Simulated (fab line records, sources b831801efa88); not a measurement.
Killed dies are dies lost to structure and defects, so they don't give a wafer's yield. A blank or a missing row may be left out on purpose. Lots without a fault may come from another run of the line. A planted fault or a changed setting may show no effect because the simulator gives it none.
Chamber matching | flow gf180mcu | GF_V2_ETCH_16 on rie_diel-01: 4 sister chambers
The step etches BARC in N2/H2. 8 wafers are shown with their chamber, then 8 later ones without.

WAFERS WITH THEIR CHAMBER
wafer  | chamber | drypump_motor_current_A (A) | oes_product_au (a.u.)
L483.6 | 3       | 6.4                         | 0.854
L486.6 | 3       | 6.4                         | 0.866
L488.4 | 2       | 5.8                         | 0.850
L488.5 | 0       | 5.0                         | 0.851
L490.1 | 2       | 5.8                         | 0.856
L490.2 | 0       | 5.0                         | 0.858
L490.4 | 1       | 5.0                         | 0.851
L491.1 | 1       | 4.9                         | 0.852

WAFERS WITHOUT THEIR CHAMBER
wafer  | drypump_motor_current_A (A) | oes_product_au (a.u.)
L491.2 | 5.8                         | 0.851
L491.4 | 4.9                         | 0.858
L499.1 | 5.8                         | 0.851
L499.2 | 6.4                         | 0.857
L499.4 | 4.9                         | 0.851
L501.1 | 5.8                         | 0.858
L501.4 | 5.0                         | 0.852
L501.5 | 4.9                         | 0.856

WHICH CHAMBER EACH WENT THROUGH
wafer  | from the rows above     | in truth
L491.2 | 2                       | 2
L491.4 | can't be placed: 1 or 0 | 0
L499.1 | 2                       | 2
L499.2 | 3                       | 3
L499.4 | can't be placed: 1 or 0 | 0
L501.1 | 2                       | 2
L501.4 | can't be placed: 0 or 1 | 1
L501.5 | can't be placed: 1 or 0 | 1
Placed correctly: 4 of 8. Can't be placed from these rows: 4 (the true chamber is among the candidates in 4). Placed wrongly: 0.
How it was worked out, from the rows above alone: a wafer's distance from a chamber is the root of the sum, over the readings, of the square of ((its reading less the chamber's mean) divided by the reading's scatter). The wafer belongs to the nearest chamber; if the next one is less than 2 further off, it can't be placed. A chamber's mean is the mean of its shown wafers. The scatter: the root of (the sum of the squares of (reading less its chamber's mean) over the shown wafers, divided by (wafers less chambers)).
